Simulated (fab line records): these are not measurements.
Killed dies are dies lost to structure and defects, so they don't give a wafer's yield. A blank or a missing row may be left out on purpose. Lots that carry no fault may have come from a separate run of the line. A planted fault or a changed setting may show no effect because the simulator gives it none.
The tool behind it: which one? || flow gf180mcu || 13 lots, 39 wafers sampled, at 6 steps of a route of 602

## WHAT EACH GAUGE READ, for each wafer
GF_STI_BOW_MEAS_00.
{"lot": "L692", "measured": "day 1 10:00", "on": "film_metro-02", "INCOMING_BOW (um)": "-5 -10 6"}
{"lot": "L693", "measured": "day 1 15:01", "on": "film_metro-03", "INCOMING_BOW (um)": "3 -8 -1"}
{"lot": "L696", "measured": "day 2 06:00", "on": "film_metro-03", "INCOMING_BOW (um)": "0 -11 -13"}
{"lot": "L697", "measured": "day 2 11:01", "on": "film_metro-04", "INCOMING_BOW (um)": "-12 -5 -5"}
{"lot": "L701", "measured": "day 3 07:01", "on": "film_metro-04", "INCOMING_BOW (um)": "5 -4 -6"}
{"lot": "L705", "measured": "day 4 03:02", "on": "film_metro-02", "INCOMING_BOW (um)": "-3 5 19"}
{"lot": "L707", "measured": "day 4 13:02", "on": "film_metro-02", "INCOMING_BOW (um)": "6 -6 3"}
{"lot": "L708", "measured": "day 4 18:04", "on": "film_metro-03", "INCOMING_BOW (um)": "0 2 -1"}
{"lot": "L709", "measured": "day 4 23:01", "on": "film_metro-02", "INCOMING_BOW (um)": "4 6 -3"}
{"lot": "L711", "measured": "day 5 09:00", "on": "film_metro-02", "INCOMING_BOW (um)": "-19 4 -1"}
{"lot": "L713", "measured": "day 5 19:02", "on": "film_metro-04", "INCOMING_BOW (um)": "-2 1 -9"}
{"lot": "L714", "measured": "day 6 00:04", "on": "film_metro-04", "INCOMING_BOW (um)": "4 9 -11"}
{"lot": "L715", "measured": "day 6 05:01", "on": "film_metro-04", "INCOMING_BOW (um)": "5 -9 2"}

GF_STI_THK_MEAS_04.
{"lot": "L692", "measured": "day 1 13:34", "on": "film_metro-02", "STI_CVD_03_THK (nm)": "208.4 206.5 206.8"}
{"lot": "L693", "measured": "day 1 18:34", "on": "film_metro-02", "STI_CVD_03_THK (nm)": "209.8 209.5 210.1"}
{"lot": "L696", "measured": "day 2 11:06", "on": "film_metro-02", "STI_CVD_03_THK (nm)": "208.6 206.5 208.3"}
{"lot": "L697", "measured": "day 2 14:34", "on": "film_metro-03", "STI_CVD_03_THK (nm)": "208.0 205.9 206.6"}
{"lot": "L701", "measured": "day 3 12:20", "on": "film_metro-02", "STI_CVD_03_THK (nm)": "205.2 204.7 205.5"}
{"lot": "L705", "measured": "day 4 10:29", "on": "film_metro-02", "STI_CVD_03_THK (nm)": "208.5 207.7 206.5"}
{"lot": "L707", "measured": "day 4 17:38", "on": "film_metro-03", "STI_CVD_03_THK (nm)": "211.4 210.0 210.0"}
{"lot": "L708", "measured": "day 5 00:14", "on": "film_metro-03", "STI_CVD_03_THK (nm)": "207.9 208.4 208.6"}
{"lot": "L709", "measured": "day 5 07:38", "on": "film_metro-04", "STI_CVD_03_THK (nm)": "206.0 205.6 207.0"}
{"lot": "L711", "measured": "day 5 14:21", "on": "film_metro-03", "STI_CVD_03_THK (nm)": "207.4 208.0 206.0"}
{"lot": "L713", "measured": "day 5 22:35", "on": "film_metro-03", "STI_CVD_03_THK (nm)": "211.4 208.5 209.9"}
{"lot": "L714", "measured": "day 6 05:55", "on": "film_metro-03", "STI_CVD_03_THK (nm)": "211.4 212.6 211.4"}
{"lot": "L715", "measured": "day 6 11:41", "on": "film_metro-04", "STI_CVD_03_THK (nm)": "211.3 213.2 212.0"}

GF_NWELL_TW_MEAS_11.
{"lot": "L692", "measured": "day 3 07:19", "on": "film_metro-02", "NWELL_TW": "1573 1572 1569"}
{"lot": "L693", "measured": "day 3 13:54", "on": "film_metro-04", "NWELL_TW": "1572 1576 1569"}
{"lot": "L696", "measured": "day 4 08:55", "on": "film_metro-02", "NWELL_TW": "1555 1556 1566"}
{"lot": "L697", "measured": "day 4 12:13", "on": "film_metro-02", "NWELL_TW": "1560 1565 1571"}
{"lot": "L701", "measured": "day 5 20:49", "on": "film_metro-04", "NWELL_TW": "1578 1576 1576"}
{"lot": "L705", "measured": "day 6 14:35", "on": "film_metro-04", "NWELL_TW": "1568 1559 1565"}
{"lot": "L707", "measured": "day 6 16:05", "on": "film_metro-02", "NWELL_TW": "1577 1575 1580"}
{"lot": "L708", "measured": "day 7 00:52", "on": "film_metro-01", "NWELL_TW": "1566 1564 1577"}
{"lot": "L709", "measured": "day 7 11:55", "on": "film_metro-04", "NWELL_TW": "1573 1569 1563"}
{"lot": "L711", "measured": "day 7 23:49", "on": "film_metro-01", "NWELL_TW": "1562 1559 1561"}
{"lot": "L713", "measured": "day 8 03:34", "on": "film_metro-01", "NWELL_TW": "1553 1562 1562"}
{"lot": "L714", "measured": "day 8 09:14", "on": "film_metro-01", "NWELL_TW": "1550 1558 1564"}
{"lot": "L715", "measured": "day 8 16:15", "on": "film_metro-02", "NWELL_TW": "1575 1567 1569"}

GF_MVPSD_OVL_MEAS_07.
{"lot": "L692", "measured": "day 4 23:35", "on": "overlay-01", "MVPSD_OVL (nm)": "-1.0 -2.6 -1.8"}
{"lot": "L693", "measured": "day 5 05:14", "on": "overlay-01", "MVPSD_OVL (nm)": "-0.2 -1.3 -1.9"}
{"lot": "L696", "measured": "day 6 01:09", "on": "overlay-01", "MVPSD_OVL (nm)": "-0.8 -0.9 -1.3"}
{"lot": "L697", "measured": "day 6 05:23", "on": "overlay-01", "MVPSD_OVL (nm)": "-4.1 -2.6 -3.7"}
{"lot": "L701", "measured": "day 7 17:47", "on": "overlay-01", "MVPSD_OVL (nm)": "-1.6 -0.9 -2.3"}
{"lot": "L705", "measured": "day 8 15:14", "on": "overlay-02", "MVPSD_OVL (nm)": "- - -"}
{"lot": "L707", "measured": "day 8 15:50", "on": "overlay-01", "MVPSD_OVL (nm)": "0.0 -1.4 -1.5"}
{"lot": "L708", "measured": "day 9 01:35", "on": "overlay-02", "MVPSD_OVL (nm)": "-0.1 0.7 1.4"}
{"lot": "L709", "measured": "day 9 14:07", "on": "overlay-01", "MVPSD_OVL (nm)": "-0.7 0.8 0.3"}
{"lot": "L711", "measured": "day 10 03:10", "on": "overlay-02", "MVPSD_OVL (nm)": "-1.4 -1.4 -1.4"}
{"lot": "L713", "measured": "day 10 06:37", "on": "overlay-01", "MVPSD_OVL (nm)": "-0.7 -2.4 -2.7"}
{"lot": "L714", "measured": "day 10 12:59", "on": "overlay-01", "MVPSD_OVL (nm)": "-1.6 0.1 -2.2"}
{"lot": "L715", "measured": "day 10 19:47", "on": "overlay-02", "MVPSD_OVL (nm)": "-1.4 -1.8 -1.7"}

GF_MVPSD_TW_MEAS_11.
{"lot": "L692", "measured": "day 5 00:01", "on": "film_metro-02", "MVPSD_TW": "555 551 553"}
{"lot": "L693", "measured": "day 5 05:40", "on": "film_metro-01", "MVPSD_TW": "549 549 549"}
{"lot": "L696", "measured": "day 6 01:35", "on": "film_metro-02", "MVPSD_TW": "550 554 555"}
{"lot": "L697", "measured": "day 6 05:50", "on": "film_metro-04", "MVPSD_TW": "551 552 551"}
{"lot": "L701", "measured": "day 7 18:13", "on": "film_metro-01", "MVPSD_TW": "551 550 551"}
{"lot": "L705", "measured": "day 8 15:41", "on": "film_metro-04", "MVPSD_TW": "30 30 30 30 30 30"}
{"lot": "L707", "measured": "day 8 16:16", "on": "film_metro-01", "MVPSD_TW": "550 550 549"}
{"lot": "L708", "measured": "day 9 02:02", "on": "film_metro-01", "MVPSD_TW": "549 548 550"}
{"lot": "L709", "measured": "day 9 14:33", "on": "film_metro-04", "MVPSD_TW": "555 557 555"}
{"lot": "L711", "measured": "day 10 03:36", "on": "film_metro-02", "MVPSD_TW": "557 555 556"}
{"lot": "L713", "measured": "day 10 07:04", "on": "film_metro-01", "MVPSD_TW": "550 550 549"}
{"lot": "L714", "measured": "day 10 13:26", "on": "film_metro-01", "MVPSD_TW": "547 547 550"}
{"lot": "L715", "measured": "day 10 20:13", "on": "film_metro-04", "MVPSD_TW": "555 557 555"}

## WHAT TOOL EACH LOT RAN ON (gives the tool, then ch and the chambers of the sampled wafers, and finally the start)
{"lot": "L692", "GF_MVPSD_EXPOSE_04": "iline_stepper-02 ch 0, day 4 17:03"}
{"lot": "L693", "GF_MVPSD_EXPOSE_04": "iline_stepper-02 ch 0, day 4 23:07"}
{"lot": "L696", "GF_MVPSD_EXPOSE_04": "iline_stepper-02 ch 0, day 5 18:10"}
{"lot": "L697", "GF_MVPSD_EXPOSE_04": "iline_stepper-02 ch 0, day 5 22:12"}
{"lot": "L701", "GF_MVPSD_EXPOSE_04": "iline_stepper-01 ch 0, day 7 10:39"}
{"lot": "L705", "GF_MVPSD_EXPOSE_04": "iline_stepper-01 ch 0, day 8 07:20"}
{"lot": "L707", "GF_MVPSD_EXPOSE_04": "iline_stepper-02 ch 0, day 8 07:47"}
{"lot": "L708", "GF_MVPSD_EXPOSE_04": "iline_stepper-01 ch 0, day 8 17:31"}
{"lot": "L709", "GF_MVPSD_EXPOSE_04": "iline_stepper-01 ch 0, day 9 06:00"}
{"lot": "L711", "GF_MVPSD_EXPOSE_04": "iline_stepper-01 ch 0, day 9 18:33"}
{"lot": "L713", "GF_MVPSD_EXPOSE_04": "iline_stepper-02 ch 0, day 9 21:52"}
{"lot": "L714", "GF_MVPSD_EXPOSE_04": "iline_stepper-02 ch 0, day 10 04:14"}
{"lot": "L715", "GF_MVPSD_EXPOSE_04": "iline_stepper-01 ch 0, day 10 10:49"}
- GF_MVPSD_EXPOSE_04: exposes mask MVPSD, target cd 1000 nm.

## WHAT THE TOOLS THEMSELVES READ (means of the sampled wafers that have a number; where no wafer has one, the mark that the record gives instead)
GF_MVPSD_EXPOSE_04.
{"lot": "L692", "tool": "iline_stepper-02", "exposure_dose_mJ_cm2": 260.12}
{"lot": "L693", "tool": "iline_stepper-02", "exposure_dose_mJ_cm2": 260.11}
{"lot": "L696", "tool": "iline_stepper-02", "exposure_dose_mJ_cm2": 260.04}
{"lot": "L697", "tool": "iline_stepper-02", "exposure_dose_mJ_cm2": 260.14}
{"lot": "L701", "tool": "iline_stepper-01", "exposure_dose_mJ_cm2": 260.09}
{"lot": "L705", "tool": "iline_stepper-01", "exposure_dose_mJ_cm2": 260.31}
{"lot": "L707", "tool": "iline_stepper-02", "exposure_dose_mJ_cm2": 259.81}
{"lot": "L708", "tool": "iline_stepper-01", "exposure_dose_mJ_cm2": 260.14}
{"lot": "L709", "tool": "iline_stepper-01", "exposure_dose_mJ_cm2": 259.49}
{"lot": "L711", "tool": "iline_stepper-01", "exposure_dose_mJ_cm2": 259.82}
{"lot": "L713", "tool": "iline_stepper-02", "exposure_dose_mJ_cm2": 260.09}
{"lot": "L714", "tool": "iline_stepper-02", "exposure_dose_mJ_cm2": 259.93}
{"lot": "L715", "tool": "iline_stepper-01", "exposure_dose_mJ_cm2": 260.01}

## THE ANSWER, worked out from the rows above alone
Rule: the usual values come from the lots themselves. Put in order of their means at a reading, lots are off if they are a third of the lots or fewer, leave a main group of 4 or more, and stand apart from it by a gap of 3 or more times the standard deviation of the main group's means; of several such gaps the widest counts. Not used: any main group whose means are identical at the precision the tables above print for the reading. Also off: a lot with no number at a reading for which 4 or more lots have one. Where the step has rows for the other lots, those lots are counted as sound. Order of review: gauges by route order, followed by the tools' own readings, for which a lot's mean as printed above is used. At the first step where some lot is off, the reading lying furthest off is the one used; lots without a number count as furthest.
Off: at GF_MVPSD_OVL_MEAS_07 (MVPSD_OVL), L705. Without a number there: L705. The main group has a mean of -1.3 nm with a standard deviation of 0.99.
A tool fits if, at a process step before that reading, it ran every lot that is off, and no sound lot after the first of them. The gauges at GF_MVPSD_OVL_MEAS_07 aren't tried: what is off there is off at GF_MVPSD_TW_MEAS_11 too, on other tools, and a gauge's error can't cause that. Not one of the candidates tried fits.

## WHAT THE SIMULATOR PUT IN
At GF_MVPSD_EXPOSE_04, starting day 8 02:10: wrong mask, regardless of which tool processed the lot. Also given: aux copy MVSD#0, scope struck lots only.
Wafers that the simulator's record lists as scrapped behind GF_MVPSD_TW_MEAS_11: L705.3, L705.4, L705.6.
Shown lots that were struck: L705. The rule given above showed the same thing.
